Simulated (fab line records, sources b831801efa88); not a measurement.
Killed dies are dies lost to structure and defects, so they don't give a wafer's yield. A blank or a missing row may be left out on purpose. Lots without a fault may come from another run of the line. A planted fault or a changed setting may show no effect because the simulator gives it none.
Which tool did it? | flow gf180mcu | 15 lots, 45 wafers sampled, at 3 steps of a route of 602

WHAT THE GAUGES READ, wafer by wafer
GF_V5_THK_MEAS_03.
lot  | measured     | on            | V5_CVD_02_THK (nm)
L747 | day 26 03:31 | film_metro-04 | 1452 1436 1460
L748 | day 26 09:43 | film_metro-02 | 1435 1436 1442
L750 | day 27 05:21 | film_metro-02 | 1440 1482 1472
L751 | day 27 13:14 | film_metro-01 | 1462 1483 1487
L752 | day 27 19:41 | film_metro-02 | 1451 1464 1472
L753 | day 28 05:43 | film_metro-04 | 1462 1480 1474
L764 | day 31 20:31 | film_metro-02 | 1441 1453 1456
L766 | day 31 23:19 | film_metro-01 | 1449 1439 1467
L767 | day 32 01:17 | film_metro-01 | 1424 1458 1442
L768 | day 32 10:22 | film_metro-04 | 1453 1482 1452
L769 | day 32 13:29 | film_metro-04 | 1448 1432 1431
L770 | day 32 19:52 | film_metro-01 | 1437 1468 1463

WHICH TOOL RAN EACH LOT (tool, then ch and the chambers of the sampled wafers, then the start)
lot  | GF_MIM_DEVELOP_18                 | GF_V5_CVD_02
L747 | litho_track-02 ch 0, day 25 04:39 | pecvd-02 ch 0,2, day 26 03:24
L748 | litho_track-04 ch 0, day 25 11:49 | pecvd-02 ch 0,1, day 26 09:36
L750 | litho_track-02 ch 0, day 26 07:51 | pecvd-04 ch 0,1,2, day 27 05:14
L751 | litho_track-03 ch 0, day 26 15:01 | pecvd-02 ch 0,2, day 27 13:07
L752 | litho_track-04 ch 0, day 26 21:24 | pecvd-04 ch 0,1, day 27 19:34
L753 | litho_track-03 ch 0, day 27 08:55 | pecvd-04 ch 0,1,2, day 28 05:37
L757 | litho_track-02, day 28 18:42      | -
L758 | litho_track-02, day 28 22:27      | -
L759 | litho_track-03, day 29 08:43      | -
L764 | litho_track-02 ch 0, day 31 02:00 | pecvd-02 ch 0,2, day 31 20:25
L766 | litho_track-04 ch 0, day 31 03:43 | pecvd-02 ch 0,2, day 31 23:12
L767 | litho_track-04 ch 0, day 31 05:57 | pecvd-02 ch 0,1,2, day 32 01:10
L768 | litho_track-03 ch 0, day 31 16:10 | pecvd-02 ch 0,1, day 32 10:16
L769 | litho_track-04 ch 0, day 31 18:52 | pecvd-03 ch 1,2, day 32 13:22
L770 | litho_track-03 ch 0, day 32 01:58 | pecvd-04 ch 1,2, day 32 19:45
- GF_MIM_DEVELOP_18: develop time 60 s.
- GF_V5_CVD_02: deposits SiO2 from TEOS, target thk 1450 nm, time 163.28 s.

WHAT THE TOOLS THEMSELVES READ (means of the sampled wafers that have a number; where no wafer has one, the mark that the record gives instead)
GF_MIM_DEVELOP_18.
lot  | tool           | chill_plate_temp_C (C)
L747 | litho_track-02 | 22.92
L748 | litho_track-04 | 22.95
L750 | litho_track-02 | 22.85
L751 | litho_track-03 | 22.97
L752 | litho_track-04 | 22.89
L753 | litho_track-03 | 22.96
L757 | litho_track-02 | -
L758 | litho_track-02 | -
L759 | litho_track-03 | -
L764 | litho_track-02 | 23.05
L766 | litho_track-04 | 22.98
L767 | litho_track-04 | 22.91
L768 | litho_track-03 | 22.95
L769 | litho_track-04 | 23.05
L770 | litho_track-03 | 23.03

GF_V5_CVD_02.
lot  | tool     | heater_power_w (W)
L747 | pecvd-02 | 699
L748 | pecvd-02 | 752
L750 | pecvd-04 | 627
L751 | pecvd-02 | 643
L752 | pecvd-04 | 579
L753 | pecvd-04 | 586
L764 | pecvd-02 | 692
L766 | pecvd-02 | 665
L767 | pecvd-02 | 676
L768 | pecvd-02 | 735
L769 | pecvd-03 | 750
L770 | pecvd-04 | 607

THE ANSWER, worked out from the rows above alone
Rule: what is usual is taken from the lots themselves. Put in order of their means at a reading, lots are off if they are a third of the lots or fewer, leave a main group of 4 or more, and stand apart from it by a gap of 3 or more times the standard deviation of the main group's means; of several such gaps the widest counts. A main group whose means are all the same, to the digits that the tables above print for the reading, isn't used. A lot without any number at a reading at which 4 lots or more have one is off too. The other lots that the step has rows for count as sound. The gauges are gone through in route order, then the tools' own readings, and for those a lot's mean is taken as printed above. The first step at which some lot is off is used, and at that step the reading that is off furthest; a lot without a number counts as furthest.
Off: L757, L758, L759, at GF_MIM_DEVELOP_18 (chill_plate_temp_C). Without a number there: L757, L758, L759. The main group: mean 22.96 C, standard deviation 0.06.
A tool fits if, at that step or a process step before it, it ran every lot that is off, and no sound lot after the first of them. None of those tried fits.

WHAT THE SIMULATOR HAD PUT IN
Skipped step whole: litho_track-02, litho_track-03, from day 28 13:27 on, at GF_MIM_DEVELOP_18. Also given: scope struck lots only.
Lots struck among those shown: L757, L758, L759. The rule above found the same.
